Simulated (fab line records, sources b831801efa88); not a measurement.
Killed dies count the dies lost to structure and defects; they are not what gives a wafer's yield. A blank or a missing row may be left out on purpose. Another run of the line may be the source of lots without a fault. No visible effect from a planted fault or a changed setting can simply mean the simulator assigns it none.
fab line records	flow sky130
record: lots: 24	wafers: 72	last_day: 50
route steps=708 shown FIELD_ISO@16 NWELL@63 SD_N@350 LI_CONTACT@386 LOCAL_INTERCONNECT@387 CONTACT@423
lots with no fault: from the same line, run without faults
start_h: the number of hours between the record's first day and the start of the first shown wafer of the lot	wait_h: hours since the lot's step before	" same as the row above	L1.1+2: a row that stands for several wafers	- no value, or no start was given	* or withheld: withheld	< > ~ a bound
route shown NAME@n: NAME is a module with steps in the file, n the number in the route of the first one	usual: average and standard deviation across the fault-free wafers	same: alike in all rows	chamber/n: place in a boat	sites: each site's reading	_std_site: standard deviation of those values	_edge_site: outer sites' mean less inner sites'	radius_mm: for every site, how far away it sits from the centre of the wafer	mask NAME#n: copy n	behind: the last tool/chamber to shape the wafer	hold: what put the lot on hold/how long, in hours/how the hold closed	device: names the non-switching transistor (n, p or np)	end of line: the tests these same wafers got at the end of their route	for a step that has no rows: nothing shown but its recipe	killed: count of dies lost to structure and defects at first sort (not the wafer's yield)	map: a wafer's dies, x killed, . not, _ none there
set.NAME: the setting that was run; set.NAME@STEP: the one run at that earlier step	model.NAME: the simulator's own value behind a step, which no gauge read
a sample of lots followed through the steps of the route, with each step as a table and each wafer as a row
services: a tool's chamber out of use, with start hour (start_h, from the record's first day; less than 0 if before it), hours out, and reason
== steps ==
step: SKY_FIELD_ISO_ETCH_15
recipe: chemistry: CHF3/O2	target_depth_nm: 180	stop_on: Si	source_w: 600	bias_w: 200	pressure_mtorr: 40	chf3_flow_sccm: 50	O2_flow_sccm: 5	time_s: 72
usual: drypump_motor_current_A: 5.8/0.42	oes_product_au: 0.945/0.007	throttle_valve_pct: 8.844/0.0088
lot.wafer	tool	chamber	start_h	wait_h	drypump_motor_current_A	oes_product_au	rf_hours_counter_h	throttle_valve_pct
L074.1	rie_diel-04	2	27.13	0.0	6.0	0.950	5	8.833
L074.2	"	1	"	"	5.6	0.949	79	8.838
L074.3	"	3	"	"	6.2	0.945	169	8.847
L075.3	rie_diel-03	2	34.38	0.0	5.5	0.939	106	8.834
L075.4	"	1	"	"	6.1	0.944	1	8.843
L075.5	"	3	"	"	5.8	0.940	-	8.840
L076.1	rie_diel-04	3	40.07	0.0	6.2	0.945	169	8.846
L076.2	"	1	"	"	5.6	0.957	80	8.834
L076.4	"	0	"	"	5.9	0.955	2	8.842
L077.4	rie_diel-02	2	44.15	0.0	6.4	0.938	-	8.830
L077.5	"	3	"	"	5.4	0.938	-	8.858
L077.6	"	0	"	"	5.1	0.945	-	8.849
L078.1	rie_diel-03	1	52.82	0.0	6.0	0.945	2	8.849
L078.2	"	3	"	"	5.8	0.943	1	8.845
L078.4	"	2	"	"	5.5	0.949	107	8.855
L079.2	rie_diel-03	3	57.47	0.0	5.9	0.945	1	8.849
L079.4	"	0	"	"	5.7	0.949	60	8.842
L079.6	"	2	"	"	5.5	0.953	-	8.853
L080.1	rie_diel-02	1	62.33	0.0	6.3	0.942	0	8.843
L080.3	"	2	"	"	6.5	0.941	3	8.848
L080.4	"	0	"	"	5.1	0.930	134	8.843
L081.2	rie_diel-02	1	67.93	0.0	6.3	0.954	0	8.857
L081.5	"	2	"	"	6.5	0.953	-	8.839
L081.6	"	1	"	"	6.3	0.952	-	8.840
L082.2	rie_diel-04	1	72.23	0.0	5.6	0.944	80	8.859
L082.3	"	0	"	"	5.9	0.943	3	8.854
L082.6	"	2	"	"	6.0	0.931	-	8.837
L083.1	rie_diel-02	1	76.07	0.0	6.3	0.940	1	8.835
L083.4	"	3	"	"	5.5	0.942	135	8.833
L083.5	"	2	"	"	6.5	0.946	-	8.849
L084.1	rie_diel-03	2	80.28	0.0	5.5	0.941	107	8.842
L084.4	"	3	"	"	5.9	0.941	2	8.836
L084.6	"	1	"	"	6.0	0.948	-	8.833
L085.1	rie_diel-02	2	87.63	0.0	6.4	0.950	4	8.838
L085.3	"	0	"	"	5.1	0.957	134	8.853
L085.6	"	3	"	"	5.5	0.947	-	8.848
L086.2	rie_diel-04	0	92.08	0.0	5.9	0.952	3	8.859
L086.5	"	2	"	"	6.0	0.947	-	8.839
L086.6	"	1	"	"	5.6	0.946	-	8.838
L087.2	rie_diel-02	1	97.43	0.0	6.3	0.923	1	8.826
L087.4	"	2	"	"	6.4	0.944	4	8.846
L087.5	"	0	"	"	5.1	0.928	-	8.850
L088.1	rie_diel-03	3	101.90	0.0	5.9	0.941	2	8.833
L088.3	"	0	"	"	5.6	0.940	60	8.844
L088.4	"	1	"	"	6.0	0.933	2	8.855
L089.2	rie_diel-03	0	106.32	0.0	5.6	0.944	60	8.841
L089.3	"	2	"	"	5.5	0.937	108	8.844
L089.4	"	3	"	"	5.8	0.953	2	8.845
L090.3	rie_diel-02	0	113.67	0.0	5.1	0.946	134	8.848
L090.5	"	0	"	"	5.0	0.954	-	8.853
L090.6	"	1	"	"	6.3	0.954	-	8.855
L091.2	rie_diel-02	1	123.33	0.0	6.3	0.953	2	8.844
L091.4	"	3	"	"	5.4	0.941	135	8.848
L091.5	"	0	"	"	5.1	0.949	-	8.845
L092.1	rie_diel-04	3	123.45	0.0	6.2	0.943	1	8.854
L092.2	"	0	"	"	5.9	0.947	4	8.844
L092.4	"	1	"	"	5.6	0.953	81	8.855
L093.2	rie_diel-02	2	128.53	0.0	6.4	0.950	5	8.842
L093.3	"	1	"	"	6.3	0.941	2	8.845
L093.5	"	3	"	"	5.4	0.946	-	8.839
L094.1	rie_diel-02	2	133.83	0.0	6.4	0.955	5	8.860
L094.2	"	3	"	"	5.4	0.949	136	8.851
L094.6	"	0	"	"	5.1	0.961	-	8.841
L095.1	rie_diel-02	2	139.03	0.0	6.5	0.947	5	8.847
L095.2	"	0	"	"	5.1	0.951	135	8.840
L095.3	"	1	"	"	6.3	0.947	2	8.861
L096.3	rie_diel-03	0	142.88	0.0	5.7	0.940	61	8.845
L096.4	"	2	"	"	5.5	0.941	108	8.851
L096.5	"	1	"	"	6.0	0.958	-	8.850
L097.3	rie_diel-04	3	148.13	0.0	6.2	0.948	1	8.833
L097.4	"	0	"	"	5.9	0.949	5	8.826
L097.5	"	0	"	"	5.8	0.948	-	8.851
step: SKY_NWELL_OVL_MEAS_10
usual: NWELL_00_OVL: -0.7/1.1
lot.wafer	tool	chamber	start_h	wait_h	NWELL_00_OVL[nm]
L074.1	overlay-01	-	85.72	-	-0.2
L074.2	"	-	"	"	-0.8
L074.3	"	-	"	"	1.2
L075.3	overlay-02	-	91.58	-	0.5
L075.4	"	-	"	"	0.6
L075.5	"	-	"	"	0.2
L076.1	overlay-01	-	98.82	-	-0.6
L076.2	"	-	"	"	-0.6
L076.4	"	-	"	"	-0.8
L077.4	overlay-01	-	104.48	-	-1.9
L077.5	"	-	"	"	-1.7
L077.6	"	-	"	"	-1.7
L078.1	overlay-01	-	111.57	-	0.8
L078.2	"	-	"	"	0.6
L078.4	"	-	"	"	-0.6
L079.2	overlay-02	-	119.23	-	0.1
L079.4	"	-	"	"	-1.8
L079.6	"	-	"	"	-2.1
L080.1	overlay-02	-	121.92	-	-1.8
L080.3	"	-	"	"	-2.2
L080.4	"	-	"	"	-1.5
L081.2	overlay-02	-	128.72	-	-2.6
L081.5	"	-	"	"	-2.4
L081.6	"	-	"	"	-1.9
L082.2	overlay-02	-	134.27	-	-0.5
L082.3	"	-	"	"	-0.7
L082.6	"	-	"	"	0.7
L083.1	overlay-01	-	137.47	-	-1.3
L083.4	"	-	"	"	-2.0
L083.5	"	-	"	"	-2.7
L084.1	overlay-02	-	142.27	-	-0.2
L084.4	"	-	"	"	-1.3
L084.6	"	-	"	"	-2.8
L085.1	overlay-02	-	150.37	-	-0.6
L085.3	"	-	"	"	-0.8
L085.6	"	-	"	"	-0.6
L086.2	overlay-01	-	157.87	-	-2.7
L086.5	"	-	"	"	-0.3
L086.6	"	-	"	"	-1.2
L087.2	overlay-02	-	161.87	-	-0.4
L087.4	"	-	"	"	-1.6
L087.5	"	-	"	"	-0.8
L088.1	overlay-02	-	167.47	-	-1.6
L088.3	"	-	"	"	-2.0
L088.4	"	-	"	"	-2.5
L089.2	overlay-02	-	171.32	-	-0.5
L089.3	"	-	"	"	-0.6
L089.4	"	-	"	"	-1.3
L090.3	overlay-01	-	178.68	-	0.5
L090.5	"	-	"	"	0.0
L090.6	"	-	"	"	0.1
L091.2	overlay-01	-	188.47	-	-0.3
L091.4	"	-	"	"	0.1
L091.5	"	-	"	"	0.5
L092.1	overlay-01	-	192.17	-	-1.3
L092.2	"	-	"	"	-1.7
L092.4	"	-	"	"	-0.2
L093.2	overlay-02	-	194.97	-	0.2
L093.3	"	-	"	"	-0.8
L093.5	"	-	"	"	-0.5
L094.1	overlay-02	-	202.42	-	-0.4
L094.2	"	-	"	"	1.2
L094.6	"	-	"	"	1.9
L095.1	overlay-02	-	207.41	-	-0.7
L095.2	"	-	"	"	1.2
L095.3	"	-	"	"	-0.6
L096.3	overlay-02	-	211.43	-	-3.7
L096.4	"	-	"	"	0.2
L096.5	"	-	"	"	-2.1
L097.3	overlay-02	-	218.98	-	0.0
L097.4	"	-	"	"	0.7
L097.5	"	-	"	"	0.1
step: SKY_SD_N_OVL_MEAS_08
usual: SD_N_OVL: 0.2/1.2
lot.wafer	tool	chamber	start_h	wait_h	SD_N_OVL[nm]
L074.1	overlay-02	-	647.64	0.1	0.5
L074.2	"	-	"	"	0.6
L074.3	"	-	"	"	0.5
L075.3	overlay-02	-	669.96	0.1	0.7
L075.4	"	-	"	"	0.3
L075.5	"	-	"	"	0.5
L076.1	overlay-01	-	674.77	0.1	0.8
L076.2	"	-	"	"	-0.2
L076.4	"	-	"	"	0.3
L077.4	overlay-02	-	677.45	0.1	0.6
L077.5	"	-	"	"	1.3
L077.6	"	-	"	"	2.0
L078.1	overlay-01	-	687.34	0.1	-1.4
L078.2	"	-	"	"	-1.6
L078.4	"	-	"	"	-2.4
L079.2	overlay-02	-	698.23	0.1	0.2
L079.4	"	-	"	"	-0.8
L079.6	"	-	"	"	-1.0
L080.1	overlay-01	-	700.78	0.1	0.0
L080.3	"	-	"	"	-0.7
L080.4	"	-	"	"	-1.8
L081.2	overlay-02	-	713.04	0.1	0.2
L081.5	"	-	"	"	-0.9
L081.6	"	-	"	"	0.9
L082.2	overlay-02	-	725.14	0.1	1.2
L082.3	"	-	"	"	0.7
L082.6	"	-	"	"	-0.6
L083.1	overlay-01	-	726.32	0.1	-0.8
L083.4	"	-	"	"	-0.4
L083.5	"	-	"	"	-0.8
L084.1	overlay-02	-	735.27	0.1	-0.7
L084.4	"	-	"	"	-1.0
L084.6	"	-	"	"	-0.6
L085.1	overlay-02	-	745.13	0.1	3.2
L085.3	"	-	"	"	3.9
L085.6	"	-	"	"	2.7
L086.2	overlay-02	-	752.94	0.1	0.1
L086.5	"	-	"	"	1.6
L086.6	"	-	"	"	0.5
L087.2	overlay-01	-	758.13	0.1	0.1
L087.4	"	-	"	"	-1.2
L087.5	"	-	"	"	0.0
L088.1	overlay-01	-	765.62	0.1	0.1
L088.3	"	-	"	"	0.1
L088.4	"	-	"	"	-0.8
L089.2	overlay-02	-	778.04	0.1	1.3
L089.3	"	-	"	"	1.0
L089.4	"	-	"	"	2.6
L090.3	overlay-02	-	781.60	0.1	3.9
L090.5	"	-	"	"	0.9
L090.6	"	-	"	"	3.4
L091.2	overlay-02	-	788.19	0.1	0.5
L091.4	"	-	"	"	1.3
L091.5	"	-	"	"	2.1
L092.1	overlay-01	-	792.62	0.1	0.0
L092.2	"	-	"	"	1.0
L092.4	"	-	"	"	1.6
L093.2	overlay-01	-	797.34	0.1	-0.4
L093.3	"	-	"	"	-0.7
L093.5	"	-	"	"	-1.7
L094.1	overlay-02	-	804.39	0.1	0.0
L094.2	"	-	"	"	0.0
L094.6	"	-	"	"	0.1
L095.1	overlay-02	-	811.06	0.1	0.0
L095.2	"	-	"	"	-1.7
L095.3	"	-	"	"	-0.5
L096.3	overlay-01	-	817.05	0.1	0.8
L096.4	"	-	"	"	-0.1
L096.5	"	-	"	"	-0.6
L097.3	overlay-02	-	825.59	0.1	1.5
L097.4	"	-	"	"	0.3
L097.5	"	-	"	"	1.3
step: SKY_LI_CONTACT_CMP_24
recipe: stop_on: PSG	t_overpolish_s: 20	down_force_psi: 3.5	platen_rpm: 60	target_thk_nm: 0	pad_velocity_m_s: 0.94248
usual: edge_zone_pressure_frac: 1.000/0.0045	motor_current_A: 11.1/0.82	overpolish_run_s: 20.000/0.0092	time_to_endpoint_s: 97/3
lot.wafer	tool	chamber	start_h	wait_h	edge_zone_pressure_frac	motor_current_A	overpolish_run_s	time_to_endpoint_s
L074.1	cmp-01	2	678.04	0.1	1.000	11.7	19.991	96
L074.3	"	3	"	"	0.999	11.4	20.002	96
L074.2	"	0	"	"	0.997	12.1	20.000	94
L075.4	cmp-01	0	700.95	0.1	0.998	11.5	20.007	100
L075.3	"	2	"	"	0.993	11.6	20.018	95
L075.5	"	3	"	"	0.998	12.1	19.998	94
L076.1	cmp-02	0	705.62	0.1	0.999	9.1	20.009	102
L076.2	"	1	"	"	1.010	11.8	20.000	95
L076.4	"	2	"	"	1.001	10.4	20.016	98
L077.4	cmp-01	1	708.54	0.0	0.999	11.4	19.991	93
L077.5	"	1	"	"	0.993	10.9	20.014	92
L077.6	"	2	"	"	0.996	12.2	20.003	96
L078.2	cmp-01	2	717.89	0.0	1.000	11.5	19.996	99
L078.4	"	3	"	"	1.003	11.4	19.993	97
L078.1	"	1	"	"	1.005	11.5	20.000	94
L079.4	cmp-02	0	728.63	0.1	0.999	9.0	20.009	98
L079.2	"	1	"	"	1.001	11.3	20.008	96
L079.6	"	3	"	"	0.999	11.2	19.999	99
L080.1	cmp-01	3	731.29	0.1	1.002	11.8	19.998	100
L080.3	"	0	"	"	1.001	11.6	20.000	95
L080.4	"	2	"	"	0.997	11.8	19.988	94
L081.2	cmp-02	0	742.64	0.0	1.001	8.3	20.008	98
L081.5	"	0	"	"	1.005	9.4	19.998	95
L081.6	"	1	"	"	1.005	11.3	19.992	90
L082.3	cmp-01	0	755.25	0.1	1.001	11.9	19.993	98
L082.2	"	2	"	"	0.994	11.8	20.011	97
L082.6	"	0	"	"	0.997	11.0	20.003	99
L083.4	cmp-02	2	756.24	0.1	0.997	11.0	19.998	99
L083.1	"	0	"	"	0.997	9.5	19.992	99
L083.5	"	2	"	"	0.995	10.9	19.992	101
L084.4	cmp-01	0	765.44	0.1	1.005	12.0	20.001	100
L084.1	"	1	"	"	0.999	12.0	20.001	97
L084.6	"	2	"	"	0.999	11.7	20.019	100
L085.1	cmp-02	1	774.79	0.1	1.000	11.1	19.983	98
L085.3	"	3	"	"	0.988	11.5	19.982	103
L085.6	"	2	"	"	1.008	10.5	20.006	99
L086.2	cmp-02	2	782.89	0.3	0.999	10.8	20.007	99
L086.6	"	3	"	"	1.007	11.0	19.981	98
L086.5	"	0	"	"	0.997	9.4	19.992	99
L087.4	cmp-02	3	787.30	0.1	1.004	10.7	20.007	98
L087.2	"	1	"	"	1.002	11.6	20.016	98
L087.5	"	3	"	"	0.998	11.2	19.999	100
L088.4	cmp-02	1	795.25	0.0	1.002	11.4	20.014	95
L088.3	"	2	"	"	1.002	10.5	19.995	97
L088.1	"	0	"	"	1.003	9.5	19.995	102
L089.4	cmp-01	3	807.51	0.0	0.995	11.6	20.001	99
L089.3	"	0	"	"	0.994	11.2	19.995	97
L089.2	"	1	"	"	0.996	11.9	20.001	96
L090.3	cmp-01	1	811.54	0.1	0.997	11.6	20.002	91
L090.5	"	0	"	"	1.001	11.9	19.998	92
L090.6	"	1	"	"	0.996	11.9	20.004	94
L091.4	cmp-01	2	816.91	0.1	0.987	11.0	20.003	95
L091.2	"	0	"	"	1.003	11.3	20.021	97
L091.5	"	2	"	"	0.996	11.9	19.994	95
L092.4	cmp-01	2	822.03	0.1	1.006	11.8	20.012	97
L092.2	"	3	"	"	1.004	11.6	19.991	102
L092.1	"	0	"	"	0.999	11.4	19.997	100
L093.2	cmp-01	1	826.08	0.0	1.002	12.1	20.005	93
L093.3	"	0	"	"	1.001	11.8	19.999	96
L093.5	"	2	"	"	0.998	11.4	19.998	97
L094.1	cmp-02	0	832.90	0.1	1.008	9.2	19.995	97
L094.2	"	1	"	"	1.007	11.9	19.997	89
L094.6	"	0	"	"	1.003	8.8	20.000	96
L095.2	cmp-02	2	840.24	0.0	1.009	11.2	19.997	102
L095.1	"	0	"	"	0.992	9.3	19.987	100
L095.3	"	1	"	"	0.999	11.6	20.000	93
L096.4	cmp-01	0	844.99	0.1	1.001	12.1	19.996	101
L096.3	"	2	"	"	1.001	11.4	19.978	100
L096.5	"	0	"	"	1.003	11.8	19.992	99
L097.4	cmp-02	2	853.93	0.3	0.992	11.0	20.004	97
L097.3	"	0	"	"	1.002	9.4	20.010	96
L097.5	"	3	"	"	1.002	10.7	19.990	95
step: SKY_LOCAL_INTERCONNECT_SPUTTER_00
recipe: material: TiN	target_thk_nm: 100	temp_c: 300	power_w: 6500	time_s: 83.3	chamber_pressure_pa: 0.4
usual: cathode_dc_power_W: 6500.0/1.2	substrate_temp_c: 299.98/0.18	throttle_valve_pct: 29.8/1
lot.wafer	tool	chamber	start_h	wait_h	cathode_dc_power_W	substrate_temp_c	throttle_valve_pct
L074.1	pvd_sputter-01	-	678.34	0.2	6502.0	300.12	30.8
L074.2	"	-	"	"	6499.7	299.89	29.2
L074.3	"	-	"	"	6499.1	299.92	32.3
L075.3	pvd_sputter-02	-	701.20	0.1	6497.0	300.18	31.1
L075.4	"	-	"	"	6498.2	299.94	29.6
L075.5	"	-	"	"	6498.8	299.77	29.3
L076.1	pvd_sputter-02	-	705.87	0.2	6501.1	300.03	28.6
L076.2	"	-	"	"	6500.9	299.90	29.6
L076.4	"	-	"	"	6500.2	300.00	29.4
L077.4	pvd_sputter-02	-	708.84	0.2	6501.3	299.71	29.2
L077.5	"	-	"	"	6499.8	299.85	29.4
L077.6	"	-	"	"	6500.0	300.15	29.0
L078.1	pvd_sputter-03	-	718.19	0.1	6501.0	299.81	29.1
L078.2	"	-	"	"	6498.7	299.64	29.3
L078.4	"	-	"	"	6499.7	300.24	28.5
L079.2	pvd_sputter-03	-	728.83	0.1	6499.3	299.99	29.4
L079.4	"	-	"	"	6501.8	300.24	29.4
L079.6	"	-	"	"	6500.2	299.98	28.7
L080.1	pvd_sputter-03	-	731.59	0.2	6500.6	299.47	29.4
L080.3	"	-	"	"	6499.5	300.21	28.7
L080.4	"	-	"	"	6500.6	299.78	30.0
L081.2	pvd_sputter-01	-	742.94	0.2	6500.1	299.79	30.8
L081.5	"	-	"	"	6499.7	299.70	30.8
L081.6	"	-	"	"	6500.2	300.08	29.5
L082.2	pvd_sputter-01	-	755.50	0.1	6498.7	300.33	31.0
L082.3	"	-	"	"	6498.7	299.68	29.9
L082.6	"	-	"	"	6501.5	300.09	29.8
L083.1	pvd_sputter-02	-	756.49	0.1	6499.4	299.65	28.9
L083.4	"	-	"	"	6498.4	300.19	29.3
L083.5	"	-	"	"	6499.4	299.66	28.9
L084.1	pvd_sputter-02	-	765.64	0.1	6499.2	300.21	29.6
L084.4	"	-	"	"	6499.1	299.96	30.8
L084.6	"	-	"	"	6500.7	299.98	30.9
L085.1	pvd_sputter-01	-	775.09	0.2	6498.5	300.03	32.4
L085.3	"	-	"	"	6497.6	300.00	29.5
L085.6	"	-	"	"	6499.2	300.01	32.3
L086.2	pvd_sputter-03	-	783.04	0.1	6499.4	299.72	28.4
L086.5	"	-	"	"	6499.8	299.87	28.6
L086.6	"	-	"	"	6501.6	299.95	29.3
L087.2	pvd_sputter-02	-	787.55	0.1	6500.1	299.84	29.4
L087.4	"	-	"	"	6499.6	299.98	29.4
L087.5	"	-	"	"	6499.5	300.16	28.5
L088.1	pvd_sputter-01	-	795.55	0.1	6501.1	299.84	30.7
L088.3	"	-	"	"	6499.8	299.96	29.7
L088.4	"	-	"	"	6498.9	299.80	29.2
L089.2	pvd_sputter-02	-	807.81	0.1	6499.9	300.14	29.3
L089.3	"	-	"	"	6498.8	299.88	28.9
L089.4	"	-	"	"	6499.3	299.92	29.3
L090.3	pvd_sputter-02	-	811.79	0.2	6501.9	299.73	29.1
L090.5	"	-	"	"	6497.4	300.13	28.8
L090.6	"	-	"	"	6498.0	299.93	29.5
L091.2	pvd_sputter-03	-	817.16	0.1	6500.2	300.00	28.4
L091.4	"	-	"	"	6500.3	300.13	30.0
L091.5	"	-	"	"	6500.8	300.12	29.9
L092.1	pvd_sputter-02	-	822.28	0.1	6501.6	300.11	29.8
L092.2	"	-	"	"	6499.5	300.02	28.8
L092.4	"	-	"	"	6502.7	300.04	29.2
L093.2	pvd_sputter-01	-	826.38	0.2	6498.0	300.17	30.9
L093.3	"	-	"	"	6500.8	300.13	29.3
L093.5	"	-	"	"	6500.3	300.10	30.8
L094.1	pvd_sputter-02	-	833.15	0.2	6498.7	299.88	31.0
L094.2	"	-	"	"	6501.3	300.19	29.4
L094.6	"	-	"	"	6502.9	299.83	29.3
L095.1	pvd_sputter-03	-	840.54	0.1	6498.3	299.96	30.0
L095.2	"	-	"	"	6498.1	299.91	29.3
L095.3	"	-	"	"	6500.0	300.19	29.5
L096.3	pvd_sputter-03	-	845.24	0.1	6498.8	299.78	28.6
L096.4	"	-	"	"	6499.9	300.14	29.6
L096.5	"	-	"	"	6500.2	300.04	28.3
L097.3	pvd_sputter-01	-	854.23	0.1	6499.2	299.90	31.1
L097.4	"	-	"	"	6501.2	300.12	29.0
L097.5	"	-	"	"	6499.5	300.07	31.1
step: SKY_CONTACT_ETCH_17
recipe: target: SiO2	chemistry: C4F8/O2/Ar	stop_on: Si3N4	mask_material: KrF-thick	source_w: 1500	bias_w: 1200	pressure_mtorr: 40	c4f8_flow_sccm: withheld	O2_flow_sccm: 6	Ar_flow_sccm: 300	time_s: withheld	target_depth_a: 3400
usual: oes_product_au: 0.892/0.0044
lot.wafer	tool	chamber	start_h	wait_h	oes_product_au
L074.1	rie_diel-04	1	736.04	0.0	0.892
L074.2	"	2	"	"	0.891
L074.3	"	1	"	"	0.895
L075.3	rie_diel-02	3	756.86	0.0	0.892
L075.4	"	0	"	"	0.888
L075.5	"	3	"	"	0.896
L076.1	rie_diel-01	1	763.36	0.0	0.899
L076.2	"	3	"	"	0.898
L076.4	"	0	"	"	0.892
L077.4	rie_diel-02	1	766.05	0.0	0.885
L077.5	"	0	"	"	0.888
L077.6	"	3	"	"	0.884
L078.1	rie_diel-04	2	773.96	0.0	0.891
L078.2	"	1	"	"	0.893
L078.4	"	0	"	"	0.890
L079.2	rie_diel-01	3	783.87	0.0	0.891
L079.4	"	1	"	"	0.900
L079.6	"	2	"	"	0.895
L080.1	rie_diel-02	1	787.06	0.0	0.897
L080.3	"	0	"	"	0.891
L080.4	"	3	"	"	0.889
L081.2	rie_diel-04	1	797.87	0.0	0.897
L081.5	"	1	"	"	0.898
L081.6	"	3	"	"	0.888
L082.2	rie_diel-02	2	810.78	0.0	0.898
L082.3	"	1	"	"	0.887
L082.6	"	3	"	"	0.894
L083.1	rie_diel-02	1	811.90	0.0	0.893
L083.4	"	0	"	"	0.886
L083.5	"	1	"	"	0.890
L084.1	rie_diel-01	0	819.55	0.0	0.889
L084.4	"	2	"	"	0.884
L084.6	"	0	"	"	0.892
L085.1	rie_diel-04	1	829.57	0.0	0.884
L085.3	"	0	"	"	0.891
L085.6	"	2	"	"	0.895
L086.2	rie_diel-01	3	836.41	0.0	0.891
L086.5	"	1	"	"	0.890
L086.6	"	2	"	"	0.891
L087.2	rie_diel-02	1	842.17	0.0	0.890
L087.4	"	0	"	"	0.897
L087.5	"	3	"	"	0.902
L088.1	rie_diel-01	1	849.36	0.0	0.893
L088.3	"	2	"	"	0.892
L088.4	"	3	"	"	0.889
L089.2	rie_diel-04	0	861.82	0.0	0.893
L089.3	"	2	"	"	0.889
L089.4	"	1	"	"	0.891
L090.3	rie_diel-02	2	865.32	0.0	0.889
L090.5	"	2	"	"	0.896
L090.6	"	1	"	"	0.898
L091.2	rie_diel-04	0	870.27	0.0	0.892
L091.4	"	3	"	"	0.897
L091.5	"	2	"	"	0.899
L092.1	rie_diel-04	0	875.50	0.0	0.891
L092.2	"	3	"	"	0.890
L092.4	"	1	"	"	0.888
L093.2	rie_diel-01	3	879.12	0.0	0.897
L093.3	"	0	"	"	0.896
L093.5	"	3	"	"	0.895
L094.1	rie_diel-01	2	886.95	0.0	0.898
L094.2	"	1	"	"	0.887
L094.6	"	3	"	"	0.892
L095.1	rie_diel-01	0	892.62	0.0	0.902
L095.2	"	2	"	"	0.893
L095.3	"	1	"	"	0.894
L096.3	rie_diel-04	3	897.77	0.0	0.888
L096.4	"	0	"	"	0.896
L096.5	"	2	"	"	0.895
L097.3	rie_diel-01	1	907.62	0.0	0.890
L097.4	"	3	"	"	0.899
L097.5	"	1	"	"	0.890
== services ==
tool	chamber	start_h	hours	kind
rie_diel-02	-	16.57	0.5	repair
rie_diel-02	1	23.27	9.0	repair
rie_diel-02	0	41.48	2.5	repair
rie_diel-04	0	60.50	3.5	repair
rie_diel-02	3	63.27	1.8	repair
rie_diel-02	-	101.20	0.3	repair
rie_diel-02	0	151.16	1.3	repair
rie_diel-04	1	154.44	8.1	repair
rie_diel-02	-	188.71	28.1	pm
rie_diel-04	3	213.80	4.4	repair
rie_diel-02	1	228.06	25.2	repair
rie_diel-02	2	262.32	2.4	repair
rie_diel-04	-	331.79	0.2	repair
rie_diel-02	3	351.61	5.4	repair
rie_diel-02	-	377.63	2.8	pm
rie_diel-02	3	381.80	28.2	repair
rie_diel-02	2	422.07	12.1	repair
rie_diel-02	1	435.36	3.9	repair
rie_diel-02	-	505.47	14.6	pm
rie_diel-02	1	534.46	19.1	repair
rie_diel-02	0	553.19	2.7	repair
rie_diel-02	1	740.17	2.5	repair
rie_diel-02	0	804.68	3.1	repair
rie_diel-02	2	813.20	3.5	repair
== key ==
fault none
